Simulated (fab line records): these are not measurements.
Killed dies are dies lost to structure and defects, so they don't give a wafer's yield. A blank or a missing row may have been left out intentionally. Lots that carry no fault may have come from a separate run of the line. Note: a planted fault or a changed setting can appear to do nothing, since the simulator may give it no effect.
A single fault, viewed from 2 desks ; flow sky130 ; each desk has only its own numbers; what lay behind them comes last

== TOOL OWNER'S DESK, hdpcvd-02 ==
The tool's own readings at SKY_VIA4_HDPCVD_00 (deposits SiO2, target thk 1750 nm, time 291.7 s): means of the sampled wafers that have a number, for each lot that ran on this tool. Any lot whose mean is over 4 standard deviations away from the usual mean is out of limits and marked OUT; that distance is given in the brackets.
Columns: A = pressure mtorr at SKY_VIA4_HDPCVD_00, usual 6.000 mTorr; B = run length s at SKY_VIA4_HDPCVD_00, usual 319.5 s; C = susceptor temp C at SKY_VIA4_HDPCVD_00, usual 400.02 C
lot;first seen here;A;B;C
L451;day 43 02:20;5.998;318.9;400.15
L453;day 43 11:38;6.000;319.3;400.21
L454;day 44 01:35;5.994;319.3;400.12
L458;day 45 17:23;5.995;319.7;400.09
L463;day 46 13:31;6.009;319.1;400.18
L464;day 46 14:25;6.011;301.7 (-31) OUT;399.83
L467;day 47 11:10;5.999;293.0 (-46) OUT;399.95
Finding of this desk: L464, L467 out of limits; the first was L464 at day 46 14:25, on run length s at SKY_VIA4_HDPCVD_00. L451, L453, L454, L458, L463 stayed within limits.

== METROLOGY DESK ==
What the gauges read for every lot (on any tool): the sampled wafers with a number, averaged. Any lot whose mean is over 4 standard deviations away from the usual mean is out of limits and marked OUT; that distance is given in the brackets.
Columns: A = VIA3_OVL at SKY_VIA3_OVL_MEAS_13, usual 1 nm; B = CAP2M_OVL at SKY_CAP2M_OVL_MEAS_12, usual 0.2 nm; C = VIA4_HDPCVD_THK at SKY_VIA4_THK_MEAS_01, usual 1752 nm
lot;first seen here;A;B;C
L448;day 40 00:29;-3;1.2;1768
L450;day 40 15:23;3;-0.3;1768
L451;day 40 22:32;-9;1.2;1750
L452;day 41 03:44;1;1.4;1751
L453;day 41 09:05;7;2.0;1747
L454;day 41 23:29;-9;2.2;1737
L456;day 42 13:34;1;0.5;1763
L457;day 42 20:44;-2;0.1;1768
L458;day 43 07:38;14;-0.6;1720
L463;day 44 14:18;-4;-0.4;1726
L464;day 44 16:29;-3;-1.9;1620 (-7.7) OUT
L467;day 45 14:28;-6;-1.3;1593 (-9.4) OUT
Finding of this desk: L464, L467 out of limits, first seen on L464 at day 46 14:36 (VIA4_HDPCVD_THK at SKY_VIA4_THK_MEAS_01). L448, L450, L451, L452, L453, L454, L456, L457, L458, L463 stayed within limits.

== ALL TOGETHER ==
The tool owner's desk had the chance to raise an alarm at day 46 14:25 on L464, L467.
The metrology desk could have raised an alarm at day 46 14:36, on L464, L467.
Every lot named ran SKY_VIA4_HDPCVD_00 on hdpcvd-02.

== WHAT THE SIMULATOR HAD PUT IN ==
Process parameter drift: hdpcvd-02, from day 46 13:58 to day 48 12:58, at SKY_VIA4_HDPCVD_00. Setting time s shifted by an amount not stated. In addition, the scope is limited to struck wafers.
Lots struck among those shown: L464, L467.
Delay (hours) between the fault's onset and each desk's first out-of-limits reading: 0 at the tool owner's desk, 1 at the metrology desk.
